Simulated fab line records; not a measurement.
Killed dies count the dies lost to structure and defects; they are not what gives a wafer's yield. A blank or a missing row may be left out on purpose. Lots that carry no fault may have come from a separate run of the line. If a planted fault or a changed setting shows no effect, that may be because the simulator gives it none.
Lot-split experiment + flow gf180mcu + 23 wafers read across 5 lots, on a route 602 steps long

THE SPLIT
At GF_M1_EXPOSE_11 (exposes mask Metal1, target cd 230 nm), the setting doseMj was moved away from the recipe's 28 on 4 of the 23 wafers read, by -5.7% to -2.6%. All remaining wafers had this setting at the recipe value.

FROM THE SPLIT TO THE READING: what the file shows between them, 2 steps
- GF_M1_PEB_12: peb time 90 s
- GF_M1_DEVELOP_13: develop time 60 s

THE READING
cdNm, in nm, at GF_M1_CD_MEAS_14 (target cd 230 nm). Typical for fault-free wafers on this fab line: 229.6 nm, with standard deviation 1.2 nm.

| wafer  | tool, chamber at the split | doseMj as run | against the recipe | cdNm, nm | against lot-mates on the recipe |
|--------|----------------------------|---------------|--------------------|----------|---------------------------------|
| L079.1 | krfScanner-02, 0           | 28            | recipe             | 229.6    | -                               |
| L079.2 | krfScanner-02, 0           | 28            | recipe             | 230.4    | -                               |
| L079.4 | krfScanner-02, 0           | 28            | recipe             | 230.3    | -                               |
| L079.5 | krfScanner-02, 0           | 26.41         | -5.7%              | 238.9    | +8.8                            |
| L079.6 | krfScanner-02, 0           | 26.41         | -5.7%              | 238.2    | +8.1                            |
| L082.2 | krfScanner-01, 0           | 28            | recipe             | 228.9    | -                               |
| L082.3 | krfScanner-01, 0           | 27.28         | -2.6%              | 230.9    | +2.1                            |
| L082.4 | krfScanner-01, 0           | 28            | recipe             | 228.7    | -                               |
| L082.5 | krfScanner-01, 0           | 28            | recipe             | 228.8    | -                               |
| L082.6 | krfScanner-01, 0           | 27.28         | -2.6%              | 233.2    | +4.4                            |
| L083.2 | krfScanner-01, 0           | 28            | recipe             | 228.7    | -                               |
| L083.4 | krfScanner-01, 0           | 28            | recipe             | 230.0    | -                               |
| L083.5 | krfScanner-01, 0           | 28            | recipe             | 229.2    | -                               |
| L084.1 | krfScanner-01, 0           | 28            | recipe             | 227.8    | -                               |
| L084.2 | krfScanner-01, 0           | 28            | recipe             | 228.2    | -                               |
| L084.3 | krfScanner-01, 0           | 28            | recipe             | 228.1    | -                               |
| L084.5 | krfScanner-01, 0           | 28            | recipe             | 228.6    | -                               |
| L084.6 | krfScanner-01, 0           | 28            | recipe             | 228.2    | -                               |
| L085.1 | krfScanner-01, 0           | 28            | recipe             | 230.0    | -                               |
| L085.2 | krfScanner-01, 0           | 28            | recipe             | 231.4    | -                               |
| L085.3 | krfScanner-01, 0           | 28            | recipe             | 230.9    | -                               |
| L085.4 | krfScanner-01, 0           | 28            | recipe             | 230.3    | -                               |
| L085.6 | krfScanner-01, 0           | 28            | recipe             | 231.2    | -                               |

THE FIT
A straight line over all 23 wafers: cdNm changes by -1.52 nm for each +1% of doseMj; r = -0.92; the points scatter about the line by 1.2 nm.
The same after taking each lot's own level away (the mean of its wafers on the recipe; 23 wafers): -1.46 nm for each +1%; r = -0.98; scatter 0.55 nm.
According to that fit, moving doseMj by its largest amount changes the reading by 8.3 nm.
The lots' own levels span 228.18 to 230.76 nm, that is 2.1 times the standard deviation above.
The two slopes are in agreement: the lot-to-lot level therefore moves the slope only a little.
Check: for one of the wafers moved furthest among these (-5.7%), held out of the fit, the line's prediction against its lot-mates is +7.84 nm. It came out at +8.8 nm against them.

THE FILE'S OWN FIT
cdNm changes by -1.45 nm for each +1% of doseMj, r = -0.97.
